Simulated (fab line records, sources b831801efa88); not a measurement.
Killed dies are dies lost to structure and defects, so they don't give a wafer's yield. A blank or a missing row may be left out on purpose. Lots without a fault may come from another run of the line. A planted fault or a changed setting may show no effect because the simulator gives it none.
Which tool did it? | flow sfq_line | 14 lots, 42 wafers sampled, at 6 steps of a route of 325

WHAT THE GAUGES READ, wafer by wafer
The record holds no reading of a measuring or inspecting step that can be judged against a usual standard deviation.

WHICH TOOL RAN EACH LOT (tool, then ch and the chambers of the sampled wafers, then the start)
lot  | SFQ_TRILAYER_L0_VIA_BARC_OPEN_VIA_ETCH_021 | SFQ_TRILAYER_I1_CMP_CMP_046   | SFQ_TRILAYER_I1_METRO_MEASURE_047 | SFQ_TRILAYER_I1_VIA_ETCH_VIA_ETCH_052 | SFQ_TRILAYER_I2_DEP_PECVD_063   | SFQ_TRILAYER_M5_STRIP_STRIP_127
L793 | rie_diel-03 ch 0,1,2, day 5 02:53          | cmp-01 ch 0,2,3, day 17 22:46 | film_metro-02, day 18 00:53       | rie_diel-03 ch 0,1,3, day 24 15:04    | pecvd-04 ch 0,2, day 31 05:44   | rie_metal-03 ch 0,1, day 60 18:06
L794 | rie_diel-03 ch 1,2,3, day 5 06:29          | cmp-01 ch 0,1,2, day 18 05:44 | film_metro-01, day 18 08:51       | rie_diel-01 ch 0,1,2, day 25 03:04    | pecvd-04 ch 1,2, day 31 15:20   | rie_metal-04 ch 0,1, day 60 22:34
L795 | rie_diel-04 ch 1,2,3, day 5 10:05          | cmp-02 ch 0,3, day 18 07:20   | film_metro-02, day 18 10:40       | rie_diel-03 ch 0,1,2, day 25 04:16    | pecvd-01 ch 1,2, day 31 16:32   | rie_metal-04 ch 0,1, day 61 08:04
L796 | rie_diel-03 ch 0,3, day 5 14:53            | cmp-01 ch 0,2,3, day 19 03:19 | film_metro-02, day 19 05:08       | rie_diel-03 ch 0,2, day 25 23:26      | pecvd-04 ch 0,1, day 32 10:03   | rie_metal-04 ch 0,1, day 61 14:04
L798 | rie_diel-02 ch 0,1,2, day 6 00:29          | cmp-02 ch 0,1,3, day 20 10:40 | film_metro-02, day 20 13:17       | rie_diel-03 ch 0,2,3, day 27 03:02    | pecvd-01 ch 0,1, day 33 06:34   | rie_metal-03 ch 0,1, day 62 19:11
L799 | rie_diel-04 ch 0,3, day 6 11:17            | cmp-02 ch 0,1,2, day 20 18:22 | film_metro-02, day 20 20:41       | rie_diel-01 ch 1,2,3, day 27 05:26    | pecvd-04 ch 1,2, day 33 10:10   | rie_metal-01 ch 0,1, day 62 22:47
L803 | rie_diel-04 ch 2,3, day 10 05:05           | cmp-01 ch 0,3, day 22 02:22   | film_metro-02, day 22 05:53       | rie_diel-03 ch 1,2,3, day 28 14:17    | pecvd-01 ch 1,2, day 34 16:10   | rie_metal-03 ch 0,1, day 68 15:05
L808 | rie_diel-02 ch 0,2, day 11 16:16           | cmp-01 ch 1,2,3, day 24 00:54 | film_metro-01, day 24 03:31       | rie_diel-01 ch 1,3, day 30 12:01      | pecvd-01 ch 0,2, day 36 16:00   | rie_metal-04 ch 0,1, day 69 10:46
L809 | rie_diel-03 ch 0,1,3, day 11 21:04         | cmp-02 ch 0,1,3, day 24 02:10 | film_metro-03, day 24 04:47       | rie_diel-02 ch 0,1,2, day 30 14:25    | pecvd-02 ch 0,1, day 36 18:24   | rie_metal-04 ch 0,1, day 69 14:22
L811 | rie_diel-03 ch 0,1, day 12 11:28           | cmp-02 ch 0,1,3, day 31 01:18 | film_metro-02, day 31 04:37       | rie_diel-03 ch 1,3, day 31 08:05      | pecvd-04 ch 1,2, day 37 10:56   | rie_metal-01 ch 0,1, day 69 17:58
L813 | rie_diel-03 ch 0,1,2, day 13 04:16         | cmp-02 ch 1,2,3, day 32 06:35 | film_metro-01, day 32 09:54       | rie_diel-03 ch 0,2,3, day 33 01:29    | pecvd-04 ch 0,1, day 38 20:32   | rie_metal-03 ch 0,1, day 70 15:31
L814 | rie_diel-03 ch 0,1,3, day 13 10:16         | cmp-02 ch 0,1,2, day 32 20:05 | film_metro-03, day 32 22:42       | rie_diel-01 ch 1,2, day 33 02:41      | pecvd-01 ch 1, day 38 22:56     | rie_metal-04 ch 0,1, day 70 17:55
L815 | rie_diel-04 ch 0,2,3, day 13 16:16         | cmp-01 ch 1,3, day 32 23:11   | film_metro-02, day 33 01:49       | rie_diel-02 ch 0,2,3, day 33 07:42    | pecvd-02 ch 0,1, day 39 03:44   | rie_metal-03 ch 0,1, day 70 20:19
L816 | rie_diel-02 ch 0,3, day 13 19:52           | cmp-01 ch 0,1, day 33 11:18   | film_metro-01, day 33 14:07       | rie_diel-02 ch 1,2,3, day 33 18:38    | pecvd-02 ch 0,1,2, day 39 11:07 | rie_metal-03 ch 0,1, day 71 01:07
- SFQ_TRILAYER_L0_VIA_BARC_OPEN_VIA_ETCH_021: etches BARC in O2, target depth 125 nm, time 41.7 s.
- SFQ_TRILAYER_I1_CMP_CMP_046: polishes SiO2.
- SFQ_TRILAYER_I1_METRO_MEASURE_047
- SFQ_TRILAYER_I1_VIA_ETCH_VIA_ETCH_052: etches SiO2 in CHF3, stops on Nb, target depth 260 nm.
- SFQ_TRILAYER_I2_DEP_PECVD_063: deposits SiO2 from SiH4/N2O, time 111.11 s, target thk 500 nm.
- SFQ_TRILAYER_M5_STRIP_STRIP_127: strips in O2.

WHAT THE TOOLS THEMSELVES READ (means of the sampled wafers that have a number; where no wafer has one, the mark that the record gives instead)
SFQ_TRILAYER_L0_VIA_BARC_OPEN_VIA_ETCH_021. Usual: drypump_motor_current_A 5.9 A, standard deviation 0.52; oes_product_au 0.685 a.u., standard deviation 0.0044.
lot  | tool        | drypump_motor_current_A (A) | oes_product_au (a.u.) | flag
L793 | rie_diel-03 | 6.0                         | 0.681                 |
L794 | rie_diel-03 | 6.1                         | 0.682                 |
L795 | rie_diel-04 | 5.7                         | 0.682                 |
L796 | rie_diel-03 | 6.2                         | 0.682                 |
L798 | rie_diel-02 | 5.6                         | 0.684                 |
L799 | rie_diel-04 | 5.4                         | 0.686                 |
L803 | rie_diel-04 | 5.5                         | 0.682                 |
L808 | rie_diel-02 | 5.7                         | 0.689                 |
L809 | rie_diel-03 | 5.9                         | 0.686                 |
L811 | rie_diel-03 | 5.8                         | 0.685                 |
L813 | rie_diel-03 | 6.0                         | 0.686                 |
L814 | rie_diel-03 | 5.9                         | 0.683                 |
L815 | rie_diel-04 | 5.4                         | 0.679                 |
L816 | rie_diel-02 | 5.6                         | 0.682                 |

SFQ_TRILAYER_I1_CMP_CMP_046. Usual: motor_current_A 9.9 A, standard deviation 1.4; time_to_endpoint_s 217 s, standard deviation 7.2.
lot  | tool   | motor_current_A (A) | time_to_endpoint_s (s) | flag
L793 | cmp-01 | 9.5                 | 219                    |
L794 | cmp-01 | 9.0                 | 214                    |
L795 | cmp-02 | 9.4                 | 218                    |
L796 | cmp-01 | 10.0                | 220                    |
L798 | cmp-02 | 10.1                | 239                    | OFF
L799 | cmp-02 | 10.3                | 239                    | OFF
L803 | cmp-01 | 11.0                | 218                    |
L808 | cmp-01 | 10.1                | 217                    |
L809 | cmp-02 | 10.3                | 220                    |
L811 | cmp-02 | 10.1                | 213                    |
L813 | cmp-02 | 10.0                | 210                    |
L814 | cmp-02 | 10.8                | 211                    |
L815 | cmp-01 | 10.9                | 214                    |
L816 | cmp-01 | 9.5                 | 221                    |

SFQ_TRILAYER_I1_METRO_MEASURE_047. Usual: thk_nm 200.5 nm, standard deviation 0.98.
lot  | tool          | thk_nm (nm) | flag
L793 | film_metro-02 | 201.5       |
L794 | film_metro-01 | 200.4       |
L795 | film_metro-02 | 200.7       |
L796 | film_metro-02 | 200.4       |
L798 | film_metro-02 | 235.3       | OFF
L799 | film_metro-02 | 234.5       | OFF
L803 | film_metro-02 | 201.0       |
L808 | film_metro-01 | 200.1       |
L809 | film_metro-03 | 200.9       |
L811 | film_metro-02 | 199.5       |
L813 | film_metro-01 | 201.6       |
L814 | film_metro-03 | 200.7       |
L815 | film_metro-02 | 201.7       |
L816 | film_metro-01 | 200.5       |

SFQ_TRILAYER_I1_VIA_ETCH_VIA_ETCH_052. Usual: drypump_motor_current_A 5.8 A, standard deviation 0.51; oes_product_au 0.856 a.u., standard deviation 0.0053.
lot  | tool        | drypump_motor_current_A (A) | oes_product_au (a.u.) | flag
L793 | rie_diel-03 | 5.9                         | 0.856                 |
L794 | rie_diel-01 | 5.9                         | 0.853                 |
L795 | rie_diel-03 | 6.0                         | 0.858                 |
L796 | rie_diel-03 | 6.5                         | 0.855                 |
L798 | rie_diel-03 | 6.4                         | 0.902                 | OFF
L799 | rie_diel-01 | 5.7                         | 0.906                 | OFF
L803 | rie_diel-03 | 6.1                         | 0.858                 |
L808 | rie_diel-01 | 5.4                         | 0.855                 |
L809 | rie_diel-02 | 5.5                         | 0.858                 |
L811 | rie_diel-03 | 5.6                         | 0.855                 |
L813 | rie_diel-03 | 6.4                         | 0.858                 |
L814 | rie_diel-01 | 5.9                         | 0.858                 |
L815 | rie_diel-02 | 5.7                         | 0.856                 |
L816 | rie_diel-02 | 5.5                         | 0.858                 |

SFQ_TRILAYER_I2_DEP_PECVD_063. Usual: chamber_pressure_Torr 2.399 Torr, standard deviation 0.0052; heater_power_w 82 W, standard deviation 10; throttle_valve_pct 25.7 %, standard deviation 1.4.
lot  | tool     | chamber_pressure_Torr (Torr) | heater_power_w (W) | throttle_valve_pct (%) | flag
L793 | pecvd-04 | 2.401                        | 80                 | 24.2                   |
L794 | pecvd-04 | 2.404                        | 84                 | 24.9                   |
L795 | pecvd-01 | 2.399                        | 85                 | 25.9                   |
L796 | pecvd-04 | 2.399                        | 84                 | 24.5                   |
L798 | pecvd-01 | 2.403                        | 88                 | 25.2                   |
L799 | pecvd-04 | 2.397                        | 75                 | 25.2                   |
L803 | pecvd-01 | 2.399                        | 80                 | 26.2                   |
L808 | pecvd-01 | 2.399                        | 76                 | 28.3                   |
L809 | pecvd-02 | 2.403                        | 88                 | 25.8                   |
L811 | pecvd-04 | 2.400                        | 79                 | 25.3                   |
L813 | pecvd-04 | 2.399                        | 89                 | 24.8                   |
L814 | pecvd-01 | 2.396                        | 89                 | 24.8                   |
L815 | pecvd-02 | 2.402                        | 90                 | 26.5                   |
L816 | pecvd-02 | 2.400                        | 92                 | 26.0                   |

SFQ_TRILAYER_M5_STRIP_STRIP_127. Usual: drypump_motor_current_A 5.8 A, standard deviation 0.4; oes_product_au 1.001 a.u., standard deviation 0.016.
lot  | tool         | drypump_motor_current_A (A) | oes_product_au (a.u.) | flag
L793 | rie_metal-03 | 5.9                         | 0.988                 |
L794 | rie_metal-04 | 5.5                         | 1.008                 |
L795 | rie_metal-04 | 5.3                         | 1.014                 |
L796 | rie_metal-04 | 5.5                         | 1.002                 |
L798 | rie_metal-03 | 6.0                         | 0.994                 |
L799 | rie_metal-01 | 6.2                         | 1.012                 |
L803 | rie_metal-03 | 5.9                         | 0.993                 |
L808 | rie_metal-04 | 5.5                         | 1.008                 |
L809 | rie_metal-04 | 5.5                         | 1.008                 |
L811 | rie_metal-01 | 6.2                         | 0.997                 |
L813 | rie_metal-03 | 6.0                         | 0.992                 |
L814 | rie_metal-04 | 5.3                         | 0.995                 |
L815 | rie_metal-03 | 5.9                         | 0.979                 |
L816 | rie_metal-03 | 5.9                         | 0.978                 |

THE ANSWER, worked out from the rows above alone
Rule: a lot is off if the mean of its wafers that have a number lies more than 3 standard deviations from the usual mean. A lot without any number at a reading at which 4 lots or more have one is off too. The other lots that the step has rows for count as sound. The gauges are gone through in route order, then the tools' own readings, and for those a lot's mean is taken as printed above. The first step at which some lot is off is used, and at that step the reading that is off furthest; a lot without a number counts as furthest.
Off: L798, L799, at SFQ_TRILAYER_I1_CMP_CMP_046 (time_to_endpoint_s).
A tool fits if, at that step or a process step before it, it ran every lot that is off, and no sound lot after the first of them. None of those tried fits.

WHAT THE SIMULATOR HAD PUT IN
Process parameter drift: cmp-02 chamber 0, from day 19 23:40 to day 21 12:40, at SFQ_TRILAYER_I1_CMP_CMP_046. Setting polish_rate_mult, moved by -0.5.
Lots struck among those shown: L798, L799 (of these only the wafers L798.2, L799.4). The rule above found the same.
